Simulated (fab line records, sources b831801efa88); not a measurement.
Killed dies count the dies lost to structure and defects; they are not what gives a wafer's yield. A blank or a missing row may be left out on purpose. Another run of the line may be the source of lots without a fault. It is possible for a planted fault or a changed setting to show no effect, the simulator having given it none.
Chamber matching -- flow sky130 -- SKY_METAL3_ETCH_17 on rie_diel-04 has 4 sister chambers
The step etches SiO2 in C4F8/O2/Ar, stops on TiN, time 3.9 s, target depth 15 nm. 14 wafers are shown with their chamber, then 7 later ones without.

EACH WAFER AND ITS CHAMBER
wafer,chamber,oes_product_au (a.u.),chamber_pressure_mTorr (mTorr)
L074.2,1,0.745,39.95
L074.4,2,0.757,39.97
L074.6,0,0.751,40.02
L076.3,0,0.752,40.03
L076.4,3,0.752,40.01
L076.5,1,0.758,39.99
L079.2,2,0.751,40.06
L079.4,1,0.761,39.94
L079.5,3,0.759,39.98
L083.2,0,0.739,39.96
L083.3,2,0.751,39.93
L083.4,3,0.758,40.01
L084.4,2,0.766,39.99
L084.5,2,0.760,39.98

SIGNATURES (averages over the wafers above)
reading,chamber 0,chamber 1,chamber 2,chamber 3,scatter within a chamber
oes_product_au,0.74733,0.75467,0.75700,0.75633,0.00663
chamber_pressure_mTorr,40.0033,39.9600,39.9860,40.0000,0.0371
Rule: a wafer's distance from a chamber is the root of the sum, over the readings, of the square of ((its reading less the chamber's mean) divided by the reading's scatter). The wafer belongs to the nearest chamber; if the next one is less than 2 further off, it can't be placed. The scatter: take each reading less its chamber's mean, square it, sum over the shown wafers, divide by the number of wafers less the number of chambers, and take the root.

WAFERS WITHOUT THEIR CHAMBER
wafer,oes_product_au (a.u.),chamber_pressure_mTorr (mTorr)
L084.6,0.758,40.01
L092.2,0.754,39.97
L092.3,0.739,40.01
L092.4,0.757,40.02
L097.1,0.750,40.00
L097.3,0.745,39.98
L097.6,0.754,40.01

WHICH CHAMBER EACH WENT THROUGH
wafer,from the rows above,in truth
L084.6,can't be placed: 3 or 2 or 1 or 0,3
L092.2,can't be placed: 1 or 2 or 3 or 0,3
L092.3,can't be placed: 0 or 3 or 1 or 2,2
L092.4,can't be placed: 3 or 2 or 0 or 1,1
L097.1,can't be placed: 0 or 3 or 2 or 1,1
L097.3,can't be placed: 0 or 1 or 3 or 2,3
L097.6,can't be placed: 3 or 2 or 0 or 1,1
Placed correctly: 0 of 7. Cannot be placed on the basis of these rows: 7; the candidates contain the true chamber in 7. Placed wrongly: 0.
